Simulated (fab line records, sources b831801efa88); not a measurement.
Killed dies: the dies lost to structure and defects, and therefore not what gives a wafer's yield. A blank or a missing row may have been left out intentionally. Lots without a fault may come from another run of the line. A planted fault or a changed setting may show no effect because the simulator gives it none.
The tool behind it: which one? ; flow gf180mcu ; 14 lots, 42 wafers sampled, at 1 step of a route of 602

== WHAT THE GAUGES READ, wafer by wafer ==
GF_M1_CD_MEAS_14 targets a cd of 230 nm.
lot;measured;on;cd_nm (nm)
L872;day 18 01:32;cd_sem-02;231.0 230.3 229.9
L874;day 18 07:27;cd_sem-02;233.6 232.9 234.2
L876;day 19 11:36;cd_sem-01;229.5 229.1 227.9
L878;day 19 22:55;cd_sem-01;231.4 231.2 230.5
L877;day 19 23:17;cd_sem-02;230.2 230.4 229.7
L879;day 20 07:49;cd_sem-01;230.9 229.7 229.7
L880;day 20 16:56;cd_sem-01;231.7 232.6 232.4
L881;day 20 23:39;cd_sem-01;229.3 227.5 229.4
L882;day 21 06:47;cd_sem-02;228.1 227.6 227.5
L883;day 21 14:04;cd_sem-02;230.8 230.7 227.9
L884;day 21 22:20;cd_sem-02;229.3 230.0 230.4
L885;day 22 10:55;cd_sem-01;231.4 233.2 230.9
L886;day 22 14:04;cd_sem-01;229.5 229.6 229.5
L889;day 23 13:10;cd_sem-02;230.5 230.9 229.9

== WHICH TOOL RAN EACH LOT (tool, then ch and the chambers of the sampled wafers, then the start) ==
Before these readings, the record contains no process step.

== WHAT THE TOOLS THEMSELVES READ (means of the sampled wafers that have a number; where no wafer has one, the mark that the record gives instead) ==
The record holds no such reading with a usual standard deviation.

== THE ANSWER, worked out from the rows above alone ==
Rule: the lots themselves supply what counts as usual. Put in order of their means at a reading, lots are off if they are a third of the lots or fewer, leave a main group of 4 or more, and stand apart from it by a gap of 3 or more times the standard deviation of the main group's means; of several such gaps the widest counts. If all means in a main group match to the digits the tables above print for the reading, that group is not used. A lot without any number at a reading at which 4 lots or more have one is off too. Any other lot the step has rows for is counted as sound. The gauges are gone through in route order, then the tools' own readings, and for those a lot's mean is taken as printed above. At the first step where some lot is off, the reading lying furthest off is the one used; lots without a number count as furthest.
None of the lots is off at any reading shown; this tells nothing.

== WHAT THE SIMULATOR HAD INSERTED ==
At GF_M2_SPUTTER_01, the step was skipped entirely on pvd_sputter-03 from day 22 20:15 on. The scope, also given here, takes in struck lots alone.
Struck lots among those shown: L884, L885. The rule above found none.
